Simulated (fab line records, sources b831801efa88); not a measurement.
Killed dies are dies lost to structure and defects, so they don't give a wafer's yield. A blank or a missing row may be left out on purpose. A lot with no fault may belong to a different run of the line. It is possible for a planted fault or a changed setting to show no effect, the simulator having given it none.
Matching of chambers | flow gf180mcu | GF_V2_ETCH_16 on rieDiel-04: 4 sister chambers
The step etches BARC in N2/H2. 16 wafers are shown with their chamber, then 8 later ones without.

WAFERS, EACH WITH ITS CHAMBER
wafer  | chamber | drypumpMotorCurrentA (A) | oesProductAu (a.u.) | throttleValvePct (%)
L074.1 | 3       | 6.2                      | 0.867               | 13.232
L074.2 | 1       | 6.0                      | 0.848               | 13.223
L074.6 | 0       | 5.0                      | 0.862               | 13.222
L076.2 | 2       | 6.2                      | 0.853               | 13.224
L076.3 | 0       | 5.0                      | 0.852               | 13.219
L076.4 | 3       | 6.3                      | 0.859               | 13.227
L079.1 | 0       | 5.0                      | 0.849               | 13.215
L079.4 | 3       | 6.3                      | 0.854               | 13.235
L079.6 | 1       | 6.0                      | 0.849               | 13.227
L082.3 | 2       | 6.2                      | 0.854               | 13.237
L082.4 | 2       | 6.2                      | 0.853               | 13.222
L082.5 | 0       | 5.0                      | 0.857               | 13.223
L087.1 | 1       | 6.0                      | 0.856               | 13.228
L087.2 | 2       | 6.2                      | 0.858               | 13.217
L087.5 | 3       | 6.3                      | 0.853               | 13.203
L088.2 | 3       | 6.3                      | 0.854               | 13.231

SIGNATURES (averages over the wafers above)
reading              | chamber 0 | chamber 1 | chamber 2 | chamber 3 | scatter within a chamber
drypumpMotorCurrentA | 5.000     | 6.000     | 6.200     | 6.280     | 0.0258
oesProductAu         | 0.85500   | 0.85100   | 0.85450   | 0.85740   | 0.00492
throttleValvePct     | 13.21975  | 13.22600  | 13.22500  | 13.22560  | 0.00886
Rule: a wafer's distance from a chamber is the root of the sum, over the readings, of the square of ((its reading less the chamber's mean) divided by the reading's scatter). If the next closest chamber is less than 2 further off than the closest, the wafer can't be placed; otherwise it belongs to the closest. How the scatter is found: for the shown wafers, subtract from each reading the mean of its chamber, square and add these, divide the total by (wafers less chambers), then take the root.

WAFERS WITH NO CHAMBER GIVEN
wafer  | drypumpMotorCurrentA (A) | oesProductAu (a.u.) | throttleValvePct (%)
L088.3 | 6.2                      | 0.858               | 13.229
L088.6 | 6.3                      | 0.860               | 13.209
L095.3 | 5.0                      | 0.854               | 13.234
L095.5 | 6.3                      | 0.861               | 13.223
L095.6 | 5.0                      | 0.858               | 13.228
L097.3 | 6.2                      | 0.857               | 13.211
L097.4 | 6.0                      | 0.853               | 13.233
L097.6 | 5.0                      | 0.864               | 13.230

CHAMBER TAKEN BY EACH
wafer  | from the rows above     | in truth
L088.3 | 2                       | 2
L088.6 | 3                       | 3
L095.3 | 0                       | 0
L095.5 | 3                       | 3
L095.6 | 0                       | 0
L097.3 | can't be placed: 2 or 3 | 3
L097.4 | 1                       | 1
L097.6 | 0                       | 0
Correct placement for 7 of the 8. These rows do not allow placing 1 (true chamber among the candidates in 1). Wrongly placed: 0.
